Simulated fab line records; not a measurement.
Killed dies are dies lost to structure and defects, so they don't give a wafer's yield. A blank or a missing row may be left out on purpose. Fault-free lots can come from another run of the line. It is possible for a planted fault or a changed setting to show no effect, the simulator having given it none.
Which tool did it? -- flow gf180mcu -- 24 lots with 72 wafers sampled at 6 steps, on a route of 602 steps

== WHAT THE GAUGES READ, wafer by wafer ==
GF_VT_IMPLANT_TW_MEAS_43. Usual: VT_IMPLANT_4_TW gives 691 (standard deviation 6.2).
lot,measured,on,VT_IMPLANT_4_TW,flag
L074,day 7 11:58,film_metro-04,684 688 685,
L075,day 7 15:38,film_metro-01,701 702 701,
L076,day 8 00:47,film_metro-03,689 691 692,
L077,day 8 07:22,film_metro-03,689 692 689,
L078,day 8 14:16,film_metro-03,689 691 692,
L079,day 8 20:29,film_metro-04,684 683 684,
L080,day 9 05:26,film_metro-01,696 698 696,
L081,day 9 08:41,film_metro-04,685 687 683,
L082,day 9 15:37,film_metro-03,683 684 683,
L083,day 9 22:07,film_metro-01,700 697 697,
L084,day 10 05:43,film_metro-04,682 684 684,
L085,day 10 14:13,film_metro-04,686 686 686,
L086,day 10 16:41,film_metro-04,684 687 683,
L087,day 11 07:25,film_metro-04,686 686 691,
L088,day 11 12:11,film_metro-01,702 700 701,
L089,day 11 19:43,film_metro-03,684 685 685,
L090,day 12 01:32,film_metro-01,698 699 701,
L091,day 12 05:41,film_metro-03,689 687 685,
L092,day 12 14:55,film_metro-03,688 687 685,
L093,day 12 20:04,film_metro-01,700 699 697,
L094,day 13 01:26,film_metro-04,688 690 691,
L095,day 13 05:14,film_metro-04,689 683 686,
L096,day 14 04:01,film_metro-01,699 701 698,
L097,day 14 06:40,film_metro-01,699 698 698,

GF_HV_LDD_THK_MEAS_57. Usual: HV_LDD_CVD_56_THK gives 89.9 nm (standard deviation 0.93).
lot,measured,on,HV_LDD_CVD_56_THK (nm),flag
L074,day 12 16:14,film_metro-02,91.1 90.8 90.1,
L075,day 12 16:38,film_metro-04,89.7 91.1 90.1,
L076,day 13 00:54,film_metro-04,88.8 87.9 88.4,
L077,day 13 14:46,film_metro-02,89.4 90.5 90.7,
L078,day 13 18:05,film_metro-01,89.6 90.0 90.1,
L079,day 13 23:40,film_metro-02,89.2 88.9 89.2,
L080,day 14 11:53,film_metro-04,90.2 90.1 89.6,
L081,day 14 15:13,film_metro-04,91.3 91.5 90.2,
L082,day 14 23:18,film_metro-01,89.2 88.6 88.6,
L083,day 15 05:41,film_metro-01,90.3 89.1 89.5,
L084,day 15 15:34,film_metro-01,90.2 90.6 91.1,
L085,day 16 02:18,film_metro-01,88.6 88.6 88.8,
L086,day 16 05:00,film_metro-02,90.1 90.2 90.6,
L087,day 17 03:30,film_metro-04,88.9 88.8 89.3,
L088,day 17 07:54,film_metro-04,89.9 89.2 89.7,
L089,day 17 17:44,film_metro-02,89.8 89.1 90.3,
L090,day 18 01:13,film_metro-04,92.3 91.5 91.7,
L091,day 18 05:25,film_metro-04,90.0 90.1 89.8,
L092,day 18 15:10,film_metro-01,88.5 88.7 88.7,
L093,day 19 05:41,film_metro-02,90.2 90.6 90.9,
L094,day 19 05:43,film_metro-01,90.2 90.6 90.9,
L095,day 19 10:38,film_metro-01,90.8 90.4 90.0,
L096,day 20 10:01,film_metro-02,89.9 89.6 89.9,
L097,day 20 14:00,film_metro-02,91.1 90.7 91.5,

GF_M1_RS_MEAS_05: uses a four-point probe to measure. Usual: M1_ALCU_RS gives 0.0692 ohm/sq (standard deviation 0.0008).
lot,measured,on,M1_ALCU_RS (ohm/sq),flag
L074,day 16 06:05,film_metro-03,0.0692 0.0698 0.0684,
L075,day 16 07:30,film_metro-03,0.0683 0.0675 0.0682,
L076,day 16 16:56,film_metro-01,0.0681 0.0692 0.0689,
L077,day 17 08:39,film_metro-01,0.0692 0.0681 0.0686,
L078,day 17 10:47,film_metro-04,0.0695 0.0692 0.0700,
L079,day 17 18:16,film_metro-04,0.0692 0.0695 0.0702,
L080,day 18 09:04,film_metro-03,0.0686 0.0686 0.0687,
L081,day 18 11:49,film_metro-03,0.0691 0.0685 0.0692,
L082,day 18 21:03,film_metro-04,0.0705 0.0704 0.0705,
L083,day 19 04:25,film_metro-03,0.0699 0.0705 0.0694,
L084,day 19 16:02,film_metro-01,0.0690 0.0694 0.0695,
L085,day 20 03:26,film_metro-04,0.0689 0.0688 0.0693,
L086,day 20 07:05,film_metro-03,0.0683 0.0685 0.0679,
L087,day 21 06:13,film_metro-04,0.0677 0.0677 0.0680,
L088,day 21 10:51,film_metro-03,0.0689 0.0693 0.0684,
L089,day 21 19:18,film_metro-03,0.0681 0.0684 0.0685,
L090,day 22 04:22,film_metro-01,0.0685 0.0679 0.0685,
L091,day 22 08:00,film_metro-03,0.0695 0.0687 0.0693,
L092,day 22 18:03,film_metro-03,0.0692 0.0698 0.0692,
L093,day 23 08:05,film_metro-01,0.0709 0.0701 0.0703,
L094,day 23 08:26,film_metro-03,0.0706 0.0713 0.0705,
L095,day 23 13:55,film_metro-04,0.0697 0.0691 0.0695,
L096,day 24 10:42,film_metro-01,0.0702 0.0705 0.0703,
L097,day 24 14:14,film_metro-03,0.0694 0.0693 0.0694,

== EACH LOT AND THE TOOL THAT RAN IT (in order: tool; ch and the chambers of the sampled wafers; start) ==
lot,GF_POLY_GATE_STRIP_14,GF_CONTACT_SPUTTER_23,GF_M1_SPUTTER_02
L074,"plasma_asher-01 ch 0,1, day 9 07:03","pvd_sputter-03, day 16 05:15","pvd_sputter-04, day 16 06:00"
L075,"plasma_asher-01 ch 0,1, day 9 08:35","pvd_sputter-01, day 16 06:38","pvd_sputter-02, day 16 07:23"
L076,"plasma_asher-04 ch 0,1, day 9 15:57","pvd_sputter-02, day 16 16:04","pvd_sputter-01, day 16 16:49"
L077,"plasma_asher-02 ch 0,1, day 10 03:11","pvd_sputter-03, day 17 07:49","pvd_sputter-04, day 17 08:34"
L078,"plasma_asher-04 ch 0,1, day 10 08:29","pvd_sputter-01, day 17 09:51","pvd_sputter-02, day 17 10:36"
L079,"plasma_asher-04 ch 0,1, day 10 12:20","pvd_sputter-03, day 17 17:25","pvd_sputter-02, day 17 18:10"
L080,"plasma_asher-02 ch 0,1, day 10 23:48","pvd_sputter-02, day 18 08:13","pvd_sputter-01, day 18 08:58"
L081,"plasma_asher-04 ch 0,1, day 11 03:07","pvd_sputter-02, day 18 10:58","pvd_sputter-01, day 18 11:43"
L082,"plasma_asher-02 ch 0,1, day 11 10:03","pvd_sputter-01, day 18 20:07","pvd_sputter-02, day 18 20:58"
L083,"plasma_asher-04 ch 0,1, day 11 16:17","pvd_sputter-01, day 19 03:28","pvd_sputter-02, day 19 04:19"
L084,"plasma_asher-01 ch 0,1, day 12 00:50","pvd_sputter-02, day 19 15:12","pvd_sputter-01, day 19 15:57"
L085,"plasma_asher-02 ch 0,1, day 12 10:08","pvd_sputter-01, day 20 02:36","pvd_sputter-02, day 20 03:21"
L086,"plasma_asher-01 ch 0,1, day 12 12:43","pvd_sputter-01, day 20 06:12","pvd_sputter-02, day 20 06:57"
L087,"plasma_asher-04 ch 0,1, day 13 04:50","pvd_sputter-02, day 21 05:21","pvd_sputter-04, day 21 06:06"
L088,"plasma_asher-04 ch 0,1, day 13 09:02","pvd_sputter-02, day 21 09:58","pvd_sputter-04, day 21 10:43"
L089,"plasma_asher-04 ch 0, day 13 16:37","pvd_sputter-03, day 21 18:28","pvd_sputter-02, day 21 19:13"
L090,"plasma_asher-02 ch 0,1, day 13 22:47","pvd_sputter-02, day 22 03:30","pvd_sputter-01, day 22 04:15"
L091,"plasma_asher-02 ch 0,1, day 14 05:56","pvd_sputter-02, day 22 07:07","pvd_sputter-04, day 22 07:52"
L092,"plasma_asher-04 ch 0,1, day 14 16:03","pvd_sputter-02, day 22 17:13","pvd_sputter-04, day 22 17:58"
L093,"plasma_asher-01 ch 0,1, day 15 01:30","pvd_sputter-01, day 23 07:14","pvd_sputter-04, day 23 07:59"
L094,"plasma_asher-04 ch 0,1, day 15 02:58","pvd_sputter-03, day 23 07:33","pvd_sputter-02, day 23 08:18"
L095,"plasma_asher-02 ch 0,1, day 15 09:05","pvd_sputter-01, day 23 13:04","pvd_sputter-02, day 23 13:49"
L096,"plasma_asher-04 ch 0,1, day 16 06:56","pvd_sputter-03, day 24 09:52","pvd_sputter-02, day 24 10:37"
L097,"plasma_asher-04 ch 0,1, day 16 10:02","pvd_sputter-01, day 24 13:24","pvd_sputter-01, day 24 14:09"
- GF_POLY_GATE_STRIP_14: strips in O2/N2.
- GF_CONTACT_SPUTTER_23: material TiN, target thk 10 nm, time 40 s.
- GF_M1_SPUTTER_02: material AlCu, target thk 450 nm, time 23.9 s.

== WHAT THE TOOLS THEMSELVES READ (means of the sampled wafers that have a number; where no wafer has one, the mark that the record gives instead) ==
GF_POLY_GATE_STRIP_14. Usual: drypump_motor_current_A 5.90 A, standard deviation 0.19; heater_power_w 335 W, standard deviation 29; oes_product_au 0.505 a.u., standard deviation 0.0048.
lot,tool,drypump_motor_current_A (A),heater_power_w (W),oes_product_au (a.u.),flag
L074,plasma_asher-01,5.80,337,0.506,
L075,plasma_asher-01,5.79,332,0.511,
L076,plasma_asher-04,6.06,344,0.500,
L077,plasma_asher-02,5.71,353,0.507,
L078,plasma_asher-04,6.09,336,0.499,
L079,plasma_asher-04,6.06,336,0.508,
L080,plasma_asher-02,5.62,326,0.507,
L081,plasma_asher-04,6.07,343,0.505,
L082,plasma_asher-02,5.72,352,0.502,
L083,plasma_asher-04,6.06,337,0.503,
L084,plasma_asher-01,5.79,337,0.508,
L085,plasma_asher-02,5.73,352,0.508,
L086,plasma_asher-01,5.81,301,0.502,
L087,plasma_asher-04,6.08,337,0.505,
L088,plasma_asher-04,6.06,341,0.505,
L089,plasma_asher-04,6.11,341,0.508,
L090,plasma_asher-02,5.73,348,0.501,
L091,plasma_asher-02,5.72,348,0.507,
L092,plasma_asher-04,6.07,334,0.505,
L093,plasma_asher-01,5.78,333,0.503,
L094,plasma_asher-04,6.05,337,0.510,
L095,plasma_asher-02,5.70,356,0.502,
L096,plasma_asher-04,6.07,343,0.507,
L097,plasma_asher-04,6.08,339,0.510,

GF_CONTACT_SPUTTER_23. Usual: 29.9 % for throttle_valve_pct, sd 0.76.
lot,tool,throttle_valve_pct (%),flag
L074,pvd_sputter-03,28.9,
L075,pvd_sputter-01,30.5,
L076,pvd_sputter-02,30.0,
L077,pvd_sputter-03,29.2,
L078,pvd_sputter-01,29.7,
L079,pvd_sputter-03,29.2,
L080,pvd_sputter-02,30.0,
L081,pvd_sputter-02,30.0,
L082,pvd_sputter-01,30.0,
L083,pvd_sputter-01,30.8,
L084,pvd_sputter-02,30.0,
L085,pvd_sputter-01,29.8,
L086,pvd_sputter-01,29.7,
L087,pvd_sputter-02,30.3,
L088,pvd_sputter-02,30.0,
L089,pvd_sputter-03,28.9,
L090,pvd_sputter-02,29.8,
L091,pvd_sputter-02,30.1,
L092,pvd_sputter-02,30.2,
L093,pvd_sputter-01,29.9,
L094,pvd_sputter-03,29.3,
L095,pvd_sputter-01,30.5,
L096,pvd_sputter-03,28.9,
L097,pvd_sputter-01,30.4,

GF_M1_SPUTTER_02. Usual: 29.9 % for throttle_valve_pct, sd 0.87.
lot,tool,throttle_valve_pct (%),flag
L074,pvd_sputter-04,28.9,
L075,pvd_sputter-02,30.1,
L076,pvd_sputter-01,30.5,
L077,pvd_sputter-04,28.9,
L078,pvd_sputter-02,30.4,
L079,pvd_sputter-02,30.7,
L080,pvd_sputter-01,30.0,
L081,pvd_sputter-01,29.9,
L082,pvd_sputter-02,30.3,
L083,pvd_sputter-02,29.7,
L084,pvd_sputter-01,30.5,
L085,pvd_sputter-02,30.4,
L086,pvd_sputter-02,30.2,
L087,pvd_sputter-04,29.0,
L088,pvd_sputter-04,29.3,
L089,pvd_sputter-02,29.9,
L090,pvd_sputter-01,30.8,
L091,pvd_sputter-04,30.3,
L092,pvd_sputter-04,30.3,
L093,pvd_sputter-04,28.9,
L094,pvd_sputter-02,30.1,
L095,pvd_sputter-02,29.8,
L096,pvd_sputter-02,29.9,
L097,pvd_sputter-01,30.0,

== THE ANSWER, worked out from the rows above alone ==
Rule: a lot is off if the mean of its wafers that have a number lies more than 3 standard deviations from the usual mean. A lot without any number at a reading at which 4 lots or more have one is off too. Where the step has rows for the other lots, those lots are counted as sound. After the gauges, taken in route order, come the tools' own readings; for these a lot's mean is taken, as printed above. The first step at which some lot is off is used, and at that step the reading that is off furthest; a lot without a number counts as furthest.
No lot is off at any reading shown: from this, nothing can be told.

== WHAT WAS PUT IN BY THE SIMULATOR ==
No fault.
